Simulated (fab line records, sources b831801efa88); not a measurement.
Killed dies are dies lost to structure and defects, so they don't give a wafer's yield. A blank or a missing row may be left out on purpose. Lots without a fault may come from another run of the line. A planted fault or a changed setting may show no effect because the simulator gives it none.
Which tool did it? | flow gf180mcu | 6 lots, 18 wafers sampled, at 2 steps of a route of 602

WHAT THE GAUGES READ, wafer by wafer
GF_SAB_THK_MEAS_01.
lot  | measured     | on            | SAB_CVD_00_THK (nm)
L234 | day 15 12:13 | film_metro-02 | 50.6 50.1 50.6
L239 | day 17 12:31 | film_metro-01 | 50.1 50.2 51.0
L241 | day 18 00:53 | film_metro-01 | 50.0 50.4 49.8
L243 | day 18 22:50 | film_metro-01 | 49.8 50.8 50.6
L247 | day 20 08:52 | film_metro-01 | 62.6 63.9 63.7
L251 | day 21 15:55 | film_metro-01 | 50.3 49.0 50.6

WHICH TOOL RAN EACH LOT (tool, then ch and the chambers of the sampled wafers, then the start)
lot  | GF_SAB_CVD_00
L234 | pecvd-01 ch 1,2, day 15 12:11
L239 | pecvd-01 ch 1,2, day 17 12:30
L241 | pecvd-03 ch 0,1, day 18 00:50
L243 | pecvd-01 ch 0,1, day 18 22:47
L247 | pecvd-01 ch 0, day 20 08:50
L251 | pecvd-03 ch 0,2, day 21 15:53
- GF_SAB_CVD_00: deposits SiO2 from TEOS, target thk 50 nm, time 4.9302 s.

THE ANSWER, worked out from the rows above alone
Rule: what is usual is taken from the lots themselves. Put in order of their means at a reading, lots are off if they are a third of the lots or fewer, leave a main group of 4 or more, and stand apart from it by a gap of 3 or more times the standard deviation of the main group's means; of several such gaps the widest counts. A main group whose means are all the same, to the digits that the tables above print for the reading, isn't used. A lot without any number at a reading at which 4 lots or more have one is off too. The other lots that the step has rows for count as sound.
Off: L247, at GF_SAB_THK_MEAS_01 (SAB_CVD_00_THK). The main group: mean 50.3 nm, standard deviation 0.2.
A tool fits if, at a process step before that reading, it ran every lot that is off, and no sound lot after the first of them. The gauges at GF_SAB_THK_MEAS_01 are tried like those tools. One fits: pecvd-01 at GF_SAB_CVD_00. Its last sound lot is L243 (day 18 22:47), its first lot that is off L247 (day 20 08:50): a fault that began between those two fits.

WHAT THE SIMULATOR HAD PUT IN
Process parameter drift: pecvd-01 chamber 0, from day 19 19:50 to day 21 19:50, at GF_SAB_CVD_00. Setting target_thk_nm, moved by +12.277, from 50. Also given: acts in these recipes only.
Lots struck among those shown: L247. The rule above found the same.
